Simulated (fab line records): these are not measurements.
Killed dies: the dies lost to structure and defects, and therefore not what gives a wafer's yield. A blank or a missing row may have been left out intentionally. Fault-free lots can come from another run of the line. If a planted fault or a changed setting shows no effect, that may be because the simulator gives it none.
One fault seen from 2 desks    flow gf180mcu    every desk sees just its own numbers, and what lay behind them comes last

## FROM THE METROLOGY DESK
What the gauges read, lot by lot, whatever tool the lot ran on: means of the sampled wafers that have a number. The brackets show how far a lot's mean lies from the usual mean; more than 4 standard deviations puts the lot out of limits, marked OUT.
Columns: A = cdNm at GF_V2_CD_MEAS_14, usual 259.9 nm
lot   first seen here  A
L387  day 20 05:40     259.7
L388  day 21 08:02     259.8
L390  day 21 15:49     262.8
L391  day 22 03:11     258.5
L392  day 22 14:07     259.4
L393  day 22 15:23     258.9
L394  day 23 04:47     259.2
L396  day 24 00:59     260.7
L397  day 24 02:14     260.0
L400  day 24 22:29     259.6
L402  day 25 14:53     260.3
L404  day 26 02:35     256.4
L406  day 26 18:41     260.7
L407  day 27 05:35     259.0
This desk's verdict: no lot among the 14 shows anything out of limits.

## FOR THE TOOL OWNER'S DESK: lithoTrack-04
At GF_V2_SOFTBAKE_10 (time 60 s), the tool's own readings, given per lot that ran on this tool as the mean of the sampled wafers with a number. The brackets show how far a lot's mean lies from the usual mean; more than 4 standard deviations puts the lot out of limits, marked OUT.
Columns: A = heaterPowerTotalW at GF_V2_SOFTBAKE_10, usual 93.05 W
lot   first seen here  A
L390  day 21 04:00     93.10
L392  day 22 02:00     93.05
L402  day 25 04:00     93.05
L404  day 25 16:00     98.17 (+88) OUT
L407  day 26 19:00     98.08 (+87) OUT
This desk finds L404, L407 out of limits, L404 being first, at day 25 16:00 (heaterPowerTotalW at GF_V2_SOFTBAKE_10). L390, L392, L402: within limits.

## ALL TOGETHER
On L404, L407, at day 25 16:00, an alarm was possible from the tool owner's desk.
Nothing out of limits was seen by the metrology desk.
The metrology desk has L404, L407 on record, within its limits.
GF_V2_SOFTBAKE_10 was run on lithoTrack-04 by each of the lots named.

## WHAT WAS PUT IN BY THE SIMULATOR
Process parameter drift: lithoTrack-04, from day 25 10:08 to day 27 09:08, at GF_V2_SOFTBAKE_10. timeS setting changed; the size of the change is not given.
Struck lots among those shown: L404, L407.
Hours from the fault's start to each desk's first reading out of limits: the tool owner's desk, 6.
